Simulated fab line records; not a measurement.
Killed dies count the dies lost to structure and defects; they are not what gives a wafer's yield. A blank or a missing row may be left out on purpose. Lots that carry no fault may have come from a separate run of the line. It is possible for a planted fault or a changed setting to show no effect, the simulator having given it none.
Struck lot and sound lot, side by side    flow sky130    30 out of 708 route steps
Sound: the wafers L231.1, L231.3, L231.5. Struck: wafer L229.6 (left out: L229.1, L229.5 of the same lot, which were not struck); the cause appears at the end.
For every step that has rows: the tool of each side, followed by ch and its chambers, followed by its first start. Under that, the readings that differ: sound wafers    struck wafers    difference of the means    sigmas: that difference in standard deviations of wafers without a fault.
alike: readings with means less than 2 such deviations apart, plus words and numbers identical on both sides. not compared: withheld readings, readings lacking a value on some wafer, bounds such as >300 that could conceal the same value, and numbers that have no deviation in the record and whose values overlap.
A row with sigmas, a row that says differs or no value, or rows on one side alone: a step with any of these is where the two part. Numbers that have no deviation but don't overlap get no sigmas and don't part them. A reading missing from all wafers of one side parts the sides only when that side holds two or more wafers.

first, 1 step without rows for these wafers: SKY_CONTACT_ETCH_18 (etches Si3N4 in CHF3/O2, stops on TiN, time 39 s, target depth 75 nm).
SKY_CONTACT_STRIP_19: strips in O2/N2.
  sound on plasma_asher-03 ch 0,1, day 38 09:07; struck on plasma_asher-04 ch 0, day 37 20:37
reading                      sound           struck  difference  sigmas
drypump_motor_current_A (A)  6.17 6.17 6.30  5.75    -0.46       -2
  alike: oes_product_au, strip_time_to_endpoint_s
  not compared: rf_hours_counter_h
then, 3 steps without rows for these wafers: SKY_CONTACT_STRIP_20 (strips in post etch residue remover, time 1200 s); SKY_CONTACT_CLEAN_21 (cleans in IPA, time 180 s); SKY_CONTACT_CLEAN_22 (cleans in O3/DIW).
SKY_CONTACT_SPUTTER_23: material TiN, target thk 20 nm, time 80 s.
  sound: pvd_sputter-02 at day 38 09:42; struck: pvd_sputter-04 at day 37 21:14
  alike: throttle_valve_pct
then, 1 step without rows for these wafers: SKY_CONTACT_CVD_24 (deposits W, target thk 340 nm, time 102.12 s).
SKY_CONTACT_RS_MEAS_25: measurement is done with a four-point probe.
  sound: film_metro-04 at day 38 09:53; struck: film_metro-04 at day 37 21:25
  alike: CONTACT_W_RS
SKY_CONTACT_THK_MEAS_26: measures by xrf.
  sound: film_metro-04 at day 38 10:00; struck: film_metro-04 at day 37 21:32
reading             sound        struck  difference  sigmas
CONTACT_W_THK (nm)  336 338 335  348     +12         +3
then, 1 step without rows for these wafers: SKY_CONTACT_CMP_27 (polishes, stops on SiO2, t overpolish 15 s, target thk 0 nm).
SKY_METAL1_SPUTTER_00: material Ti, target thk 15 nm, time 10 s.
  sound: pvd_sputter-01 at day 38 10:22; struck: pvd_sputter-02 at day 37 21:53
  alike: throttle_valve_pct
then, 1 step without rows for these wafers: SKY_METAL1_SPUTTER_01 (material TiN, target thk 20 nm, time 16.7 s).
SKY_METAL1_SPUTTER_02: material AlCu, target thk 250 nm, time 13.3 s.
  sound: pvd_sputter-01 at day 38 10:24; struck: pvd_sputter-02 at day 37 21:56
reading                                      sound            struck  difference  sigmas
model.AlCu_of_METAL1_SPUTTER_02.thk_nm (nm)  253 251.1 253.6  382     +129        
  alike: throttle_valve_pct
then, 2 steps without rows for these wafers: SKY_METAL1_SPUTTER_03 (material Ti, target thk 5 nm, time 3.3 s); SKY_METAL1_SPUTTER_04 (material TiN, target thk 70 nm, time 58.3 s).
SKY_METAL1_RS_MEAS_05: measurement is done with a four-point probe.
  sound: film_metro-02 at day 38 10:30; struck: film_metro-04 at day 37 22:19
reading                  sound                 struck  difference  sigmas
METAL1_ALCU_RS (ohm/sq)  0.1247 0.1260 0.1246  0.0821  -0.0430     -33
  not compared: hold
SKY_METAL1_THK_MEAS_06: measures by xrf.
  sound: film_metro-02 at day 38 10:37; struck: film_metro-04 at day 38 03:39
reading               sound        struck  difference  sigmas
METAL1_ALCU_THK (nm)  248 246 248  376     +129        +42
  not compared: hold
then, 7 steps without rows for these wafers: SKY_METAL1_HMDS_08 (prime time 60 s); SKY_METAL1_COAT_09 (resist thk 59.4 nm); SKY_METAL1_COAT_10 (resist thk 450 nm); SKY_METAL1_SOFTBAKE_11 (time 90 s); SKY_METAL1_EXPOSE_12 (exposes mask MM1, target cd 140 nm); SKY_METAL1_PEB_13; SKY_METAL1_DEVELOP_14 (develop time 60 s).
SKY_METAL1_CD_MEAS_15: the cd target is 140 nm.
  sound: cd_sem-02 at day 39 11:43; struck: cd_sem-02 at day 38 23:55
  alike: cd_nm
SKY_METAL1_OVL_MEAS_16:
  sound: overlay-02 at day 39 11:50; struck: overlay-02 at day 39 00:02
  alike: METAL1_OVL
then, 1 step without rows for these wafers: SKY_METAL1_DESCUM_17 (chemistry O2, time 8 s).
SKY_METAL1_ETCH_18: etches BARC in N2/H2, stops on SiO2, time 45.9 s, target depth 60 nm.
  sound on rie_metal-04 ch 1, day 39 11:55; struck on rie_metal-01 ch 0, day 39 00:06
  alike: drypump_motor_current_A, h2_flow_sccm, he_backside_leak_sccm, oes_product_au, throttle_valve_pct
  not compared: rf_hours_counter_h
SKY_METAL1_METAL_ETCH_19: etches the open film in Cl2/BCl3, stops on SiO2, target depth 360 nm, time 78 s.
  sound on rie_metal-04 ch 1, day 39 11:58; struck on rie_metal-01 ch 0, day 39 00:10
reading                sound              struck  difference  sigmas
oes_product_au (a.u.)  0.856 0.857 0.861  0.981   +0.123      +21
  alike: drypump_motor_current_A, he_backside_leak_sccm, throttle_valve_pct
  not compared: rf_hours_counter_h
SKY_METAL1_STRIP_20: strips in O2/N2.
  sound on plasma_asher-03 ch 0,1, day 39 12:04; struck on plasma_asher-03 ch 1, day 39 00:16
  alike: drypump_motor_current_A, oes_product_au, strip_time_to_endpoint_s
  not compared: rf_hours_counter_h

## WHERE THEY PART
First at SKY_CONTACT_STRIP_19; last, within this record, at SKY_METAL1_METAL_ETCH_19. Later steps at which nothing parts them and some readings are alike: SKY_METAL1_STRIP_20.

WHY: the cause the simulator had injected
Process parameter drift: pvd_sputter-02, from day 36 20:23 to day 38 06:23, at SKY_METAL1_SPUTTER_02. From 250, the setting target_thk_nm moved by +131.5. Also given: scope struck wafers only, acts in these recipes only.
